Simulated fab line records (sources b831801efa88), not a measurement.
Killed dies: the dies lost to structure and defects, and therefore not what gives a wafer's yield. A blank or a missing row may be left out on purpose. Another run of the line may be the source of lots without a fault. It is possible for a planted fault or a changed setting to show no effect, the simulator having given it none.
fab line records | flow gf180mcu
record: lots: 5 wafers: 15 last-day: 33
route steps=602 shown PASSIVATION@587
lots that met no fault: from a run of the same line without faults
start-h: hours from the record's opening day to when the first of the lot's shown wafers began | wait-h: hours from the lot's prior step to this one | " identical to the entry in the row above | L1.1+2: several wafers, shown together as one row | - either no value or no given start | * or withheld: withheld | < > ~ a bound
route shown NAME@n: names a module that has steps shown in the file, with the first one's number in the route | usual: average and standard deviation across the fault-free wafers | same: alike in all rows | chamber/n: place in a boat | sites: the reading at each site | _std_site: standard deviation of those values | _edge_site: inner sites' mean taken away from outer sites' mean | radius-mm: for every site, how far away it sits from the centre of the wafer | mask NAME#n: copy n | behind: the most recent tool/chamber to have shaped the wafer | hold: reason for holding the lot/hours on hold/outcome of the hold | device: names the non-switching transistor (n, p or np) | end of line: tests of these same wafers at the route's end | step lacking rows: just its recipe | killed: at the first sort, the dies lost to defects and structure; wafer yield is something else | map: the dies of a wafer, with x for killed, . for not killed, _ for no die there
set.NAME: the setting the step ran with; set.NAME@STEP: the setting that earlier step ran with | model.NAME: the simulator's own value behind a step, which no gauge read
certain route steps with their lots: each step a table, each wafer a row
services: the hour from which a tool's chamber was out of use, counted from the record's first day as start-h (under 0 if before that day), plus the number of hours and why
== steps ==
step: GF_PASSIVATION_CVD_00
recipe: material: SiO2 target-thk-nm: 1000 precursor: TEOS temp-c: 400 time-s: 111.95 rf-w: 600
usual: heater-power-outer-w: 395/59 heater-power-w: 685/93
columns lot.wafer tool chamber start-h wait-h heater-power-outer-w heater-power-w
L077.4 pecvd-02 2 674.49 0.0 327 580
L077.5 " 0 " " 361 696
L077.6 " 1 " " 258 471
L086.4 pecvd-01 0 740.88 0.0 337 632
L086.5 " 1 " " 364 631
L086.6 " 2 " " 381 606
L087.3 pecvd-01 2 745.50 0.0 413 638
L087.5 " 1 " " 284 549
L087.6 " 0 " " 327 619
L092.2 pecvd-04 1 771.17 0.0 407 657
L092.3 " 2 " " 426 812
L092.4 " 1 " " 456 725
L094.4 pecvd-04 0 784.73 0.0 384 637
L094.5 " 2 " " 377 738
L094.6 " 1 " " 460 759
step: GF_PASSIVATION_THK_MEAS_01
recipe: reads: SiO2_of_PASSIVATION_CVD_00
usual: PASSIVATION_CVD_00_THK: 1001/12
columns lot.wafer tool chamber start-h wait-h PASSIVATION_CVD_00_THK[nm]
L077.4 film-metro-02 - 674.56 0.0 1006
L077.5 " - " " 1007
L077.6 " - " " 1025
L086.4 film-metro-01 - 740.95 0.0 1014
L086.5 " - " " 1020
L086.6 " - " " 1021
L087.3 film-metro-01 - 745.60 0.1 1000
L087.5 " - " " 1019
L087.6 " - " " 1007
L092.2 film-metro-04 - 771.26 0.0 993
L092.3 " - " " 992
L092.4 " - " " 1010
L094.4 film-metro-01 - 784.80 0.0 1022
L094.5 " - " " 1016
L094.6 " - " " 1016
step: GF_PASSIVATION_CVD_02
recipe: material: Si3N4 target-thk-nm: 700 time-s: 486.18 temp-c: 400 rf-w: 450
usual: heater-power-outer-w: 422/60 heater-power-w: 721/91
columns lot.wafer tool chamber start-h wait-h heater-power-outer-w heater-power-w
L077.4 pecvd-04 0 674.73 0.2 398 666
L077.5 " 2 " " 550 956
L077.6 " 1 " " 488 782
L086.4 pecvd-04 0 741.12 0.2 360 586
L086.5 " 1 " " 516 804
L086.6 " 2 " " 481 863
L087.3 pecvd-04 2 745.64 0.0 535 963
L087.5 " 2 " " 413 811
L087.6 " 1 " " 413 662
L092.2 pecvd-02 2 771.31 0.0 400 662
L092.3 " 2 " " 428 719
L092.4 " 1 " " 337 601
L094.4 pecvd-02 2 784.97 0.2 425 723
L094.5 " 0 " " 399 731
L094.6 " 1 " " 295 521
step: GF_PASSIVATION_THK_MEAS_03
recipe: reads: Si3N4_of_PASSIVATION_CVD_02
usual: PASSIVATION_CVD_02_THK: 701/8.3
columns lot.wafer tool chamber start-h wait-h PASSIVATION_CVD_02_THK[nm]
L077.4 film-metro-01 - 674.90 0.0 705
L077.5 " - " " 708
L077.6 " - " " 705
L086.4 film-metro-01 - 741.30 0.0 700
L086.5 " - " " 718
L086.6 " - " " 711
L087.3 film-metro-01 - 745.94 0.2 707
L087.5 " - " " 714
L087.6 " - " " 727
L092.2 film-metro-02 - 771.75 0.3 697
L092.3 " - " " 704
L092.4 " - " " 709
L094.4 film-metro-01 - 785.14 0.0 709
L094.5 " - " " 709
L094.6 " - " " 709
step: GF_PASSIVATION_DEHYDRATE_04
recipe: temp-c: 200 time-s: 60
usual: chill-plate-temp-C: 23.01/0.1 plate-temp-C: 199.99/0.16
columns lot.wafer tool chamber start-h wait-h chill-plate-temp-C plate-temp-C
L077.4 litho-track-03 0 683.88 9.0 22.95 199.88
L077.5 " 0 " " 23.12 200.12
L077.6 " 0 " " 23.11 200.19
L086.4 litho-track-02 0 749.18 7.9 23.03 200.18
L086.5 " 0 " " 23.02 200.01
L086.6 " 0 " " 23.10 200.12
L087.3 litho-track-02 0 753.26 7.3 23.08 200.09
L087.5 " 0 " " 22.86 199.90
L087.6 " 0 " " 22.92 200.05
L092.2 litho-track-01 0 779.18 7.4 23.08 199.98
L092.3 " 0 " " 23.09 200.08
L092.4 " 0 " " 23.04 200.02
L094.4 litho-track-03 0 792.08 6.9 22.85 200.11
L094.5 " 0 " " 22.94 199.87
L094.6 " 0 " " 22.87 199.80
step: GF_PASSIVATION_HMDS_05
recipe: prime-time-s: 60 prime-temp-c: 120
usual: chill-plate-temp-C: 23.00/0.096
columns lot.wafer tool chamber start-h wait-h chill-plate-temp-C
L077.4 litho-track-03 0 684.03 0.1 23.10
L077.5 " 0 " " 22.99
L077.6 " 0 " " 23.08
L086.4 litho-track-02 0 749.33 0.1 23.02
L086.5 " 0 " " 22.72
L086.6 " 0 " " 22.91
L087.3 litho-track-02 0 753.41 0.1 22.98
L087.5 " 0 " " 22.98
L087.6 " 0 " " 22.99
L092.2 litho-track-01 0 779.33 0.1 23.05
L092.3 " 0 " " 23.03
L092.4 " 0 " " 23.11
L094.4 litho-track-03 0 792.23 0.1 22.97
L094.5 " 0 " " 22.95
L094.6 " 0 " " 22.96
step: GF_PASSIVATION_COAT_06
recipe: spin-rpm: 2000 resist-thk-nm: 4000
usual: chill-plate-temp-C: 23.01/0.1
columns lot.wafer tool chamber start-h wait-h chill-plate-temp-C
L077.4 litho-track-03 0 684.18 0.1 22.85
L077.5 " 0 " " 22.91
L077.6 " 0 " " 22.89
L086.4 litho-track-02 0 749.48 0.1 23.18
L086.5 " 0 " " 23.08
L086.6 " 0 " " 23.23
L087.3 litho-track-02 0 753.56 0.1 23.10
L087.5 " 0 " " 22.90
L087.6 " 0 " " 22.92
L092.2 litho-track-01 0 779.48 0.1 23.00
L092.3 " 0 " " 23.06
L092.4 " 0 " " 23.12
L094.4 litho-track-03 0 792.38 0.1 22.81
L094.5 " 0 " " 22.90
L094.6 " 0 " " 22.93
step: GF_PASSIVATION_SOFTBAKE_07
recipe: temp-c: 110 time-s: withheld
usual: chill-plate-temp-C: 23.01/0.11 plate-temp-C: 110.00/0.12
columns lot.wafer tool chamber start-h wait-h chill-plate-temp-C plate-temp-C
L077.4 litho-track-03 0 684.36 0.1 23.18 109.98
L077.5 " 0 " " 22.99 110.10
L077.6 " 0 " " 23.28 110.18
L086.4 litho-track-02 0 749.66 0.1 22.80 110.14
L086.5 " 0 " " 23.00 109.99
L086.6 " 0 " " 22.94 110.01
L087.3 litho-track-02 0 753.72 0.1 22.87 109.98
L087.5 " 0 " " 23.00 109.90
L087.6 " 0 " " 22.94 110.21
L092.2 litho-track-01 0 779.64 0.1 23.03 109.91
L092.3 " 0 " " 22.98 109.94
L092.4 " 0 " " 23.12 110.09
L094.4 litho-track-03 0 792.56 0.1 23.06 110.03
L094.5 " 0 " " 23.29 110.02
L094.6 " 0 " " 22.98 110.01
== services ==
columns tool chamber start-h hours kind
pecvd-02 - 652.63 0.5 repair
pecvd-04 0 659.00 12.9 repair
pecvd-01 - 696.97 15.2 repair
pecvd-04 - 704.24 28.1 pm
pecvd-04 0 755.53 8.5 repair
pecvd-02 0 764.94 7.0 repair
pecvd-01 - 770.29 6.0 pm
== key ==
fault none
